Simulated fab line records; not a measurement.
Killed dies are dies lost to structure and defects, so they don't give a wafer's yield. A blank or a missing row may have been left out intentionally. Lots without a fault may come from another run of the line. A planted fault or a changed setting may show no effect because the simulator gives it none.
2 desks looking at one fault	flow sfq_line	every desk sees just its own numbers, and what lay behind them comes last

THE TOOL OWNER'S DESK: pvd_sputter-03
The tool's own readings at SFQ_TRILAYER_M3_DEP_SPUTTER_073 (material Nb, target thk 200 nm, time 133.3 s): means of the sampled wafers that have a number, for each lot that ran on this tool. If a lot's mean is further than 4 standard deviations from the usual mean, the lot is out of limits and carries the mark OUT (the distance appears in the brackets).
Columns: A = base_pressure_pa at SFQ_TRILAYER_M3_DEP_SPUTTER_073, usual 1.33e-06 Pa; B = chamber_pressure_pa at SFQ_TRILAYER_M3_DEP_SPUTTER_073, usual 0.13332 Pa; C = substrate_temp_c at SFQ_TRILAYER_M3_DEP_SPUTTER_073, usual 19.99 C; D = throttle_valve_pct at SFQ_TRILAYER_M3_DEP_SPUTTER_073, usual 29.9 %
lot	first seen here	A	B	C	D
L279	day 23 08:51	1.32e-06	0.13342	19.99	29.8
L281	day 23 21:57	1.26e-06	0.13330	20.04	29.9
L284	day 24 09:09	1.35e-06	0.13303	19.96	29.4
L286	day 25 10:43	1.28e-06	0.13307	19.95	30.1
L287	day 25 22:42	1.16e-06	0.13371	20.10	30.1
L297	day 30 07:26	1.34e-06	0.13327	19.97	29.7
L298	day 30 23:02	1.30e-06	0.13345	19.96	29.5
L300	day 31 11:02	1.37e-06	0.13330	19.92	29.3
L301	day 31 23:04	1.25e-06	0.13329	19.87	29.7
Finding of this desk: none of the 9 lots has anything out of limits.

THE METROLOGY DESK
Lot by lot, what the gauges showed, no matter which tool ran the lot: averages of those sampled wafers that carry a number. If a lot's mean is further than 4 standard deviations from the usual mean, the lot is out of limits and carries the mark OUT (the distance appears in the brackets).
Columns: A = M3_NB_RS at SFQ_M3_RS_MEAS_919, usual 0.883 ohm/sq
lot	first seen here	A
L279	day 23 08:58	0.876
L280	day 23 13:46	0.876
L281	day 23 22:03	0.881
L282	day 24 01:40	0.881
L284	day 24 09:15	0.984 (+10) OUT
L286	day 25 10:49	0.959 (+7.6) OUT
L287	day 25 22:52	0.967 (+8.4) OUT
L292	day 28 18:20	0.894
L293	day 29 02:43	0.894
L294	day 29 09:55	0.888
L296	day 30 02:46	0.872
L297	day 30 07:31	0.883
L298	day 30 23:07	0.889
L300	day 31 11:07	0.884
L301	day 31 23:13	0.881
This desk's result: L284, L286, L287 out of limits, first on L284 (M3_NB_RS at SFQ_M3_RS_MEAS_919), day 24 09:15. In limits: L279, L280, L281, L282, L292, L293, L294, L296, L297, L298, L300, L301.

ALL TOGETHER
On L284, L286, L287, the metrology desk was in a position to raise an alarm at day 24 09:15.
The desk of the tool owner found nothing out of limits.
On record at the tool owner's desk: L284, L286, L287, within its limits.
The lots listed all ran SFQ_TRILAYER_M3_DEP_SPUTTER_073 on pvd_sputter-03.

WHAT THE SIMULATOR HAD INSERTED
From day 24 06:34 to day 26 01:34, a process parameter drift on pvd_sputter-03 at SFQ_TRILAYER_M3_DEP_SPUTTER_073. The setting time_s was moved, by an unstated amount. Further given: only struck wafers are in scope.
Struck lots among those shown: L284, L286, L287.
Per desk, hours elapsed from the start of the fault to the first reading out of limits: for the metrology desk, 3.
